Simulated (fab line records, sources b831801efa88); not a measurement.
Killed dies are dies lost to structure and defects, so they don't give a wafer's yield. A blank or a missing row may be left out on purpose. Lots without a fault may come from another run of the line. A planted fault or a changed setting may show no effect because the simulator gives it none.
Chamber matching | flow sky130 | SKY_VIA2_ETCH_15 on rie_diel-04: 4 sister chambers
The step etches SiO2 in C4F8/O2/Ar, stops on TiN, target depth 546 nm, time 84 s. 18 wafers are shown with their chamber, then 9 later ones without.

WAFERS WITH THEIR CHAMBER
wafer  | chamber | chamber_pressure_mTorr (mTorr) | oes_product_au (a.u.)
L075.1 | 0       | 39.99                          | 0.948
L075.3 | 3       | 40.00                          | 0.945
L075.4 | 1       | 40.06                          | 0.941
L076.1 | 1       | 40.04                          | 0.937
L076.3 | 0       | 40.06                          | 0.940
L076.6 | 3       | 40.01                          | 0.934
L079.1 | 0       | 40.02                          | 0.933
L079.2 | 3       | 39.99                          | 0.949
L079.4 | 3       | 40.03                          | 0.940
L083.1 | 3       | 39.89                          | 0.941
L083.3 | 1       | 40.04                          | 0.936
L083.5 | 1       | 39.98                          | 0.941
L084.1 | 0       | 40.00                          | 0.942
L084.2 | 3       | 40.03                          | 0.939
L084.6 | 3       | 40.00                          | 0.932
L086.1 | 0       | 40.00                          | 0.937
L086.2 | 2       | 39.97                          | 0.939
L086.4 | 2       | 40.03                          | 0.939

SIGNATURES (means of the wafers above)
reading                | chamber 0 | chamber 1 | chamber 2 | chamber 3 | scatter within a chamber
chamber_pressure_mTorr | 40.0140   | 40.0300   | 40.0000   | 39.9929   | 0.0399
oes_product_au         | 0.94000   | 0.93875   | 0.93900   | 0.94000   | 0.00503
Rule: a wafer's distance from a chamber is the root of the sum, over the readings, of the square of ((its reading less the chamber's mean) divided by the reading's scatter). The wafer belongs to the nearest chamber; if the next one is less than 2 further off, it can't be placed. The scatter: the root of (the sum of the squares of (reading less its chamber's mean) over the shown wafers, divided by (wafers less chambers)).

WAFERS WITHOUT THEIR CHAMBER
wafer  | chamber_pressure_mTorr (mTorr) | oes_product_au (a.u.)
L089.1 | 40.02                          | 0.940
L089.3 | 40.05                          | 0.944
L089.5 | 40.00                          | 0.938
L094.3 | 40.03                          | 0.931
L094.4 | 40.05                          | 0.939
L094.5 | 40.01                          | 0.946
L095.2 | 40.03                          | 0.931
L095.3 | 40.00                          | 0.938
L095.6 | 39.99                          | 0.938

WHICH CHAMBER EACH WENT THROUGH
wafer  | from the rows above               | in truth
L089.1 | can't be placed: 0 or 1 or 2 or 3 | 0
L089.3 | can't be placed: 1 or 0 or 2 or 3 | 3
L089.5 | can't be placed: 2 or 3 or 0 or 1 | 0
L094.3 | can't be placed: 1 or 2 or 0 or 3 | 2
L094.4 | can't be placed: 1 or 0 or 2 or 3 | 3
L094.5 | can't be placed: 0 or 3 or 2 or 1 | 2
L095.2 | can't be placed: 1 or 2 or 0 or 3 | 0
L095.3 | can't be placed: 2 or 3 or 0 or 1 | 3
L095.6 | can't be placed: 2 or 3 or 0 or 1 | 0
Placed correctly: 0 of 9. Can't be placed from these rows: 9 (the true chamber is among the candidates in 9). Placed wrongly: 0.
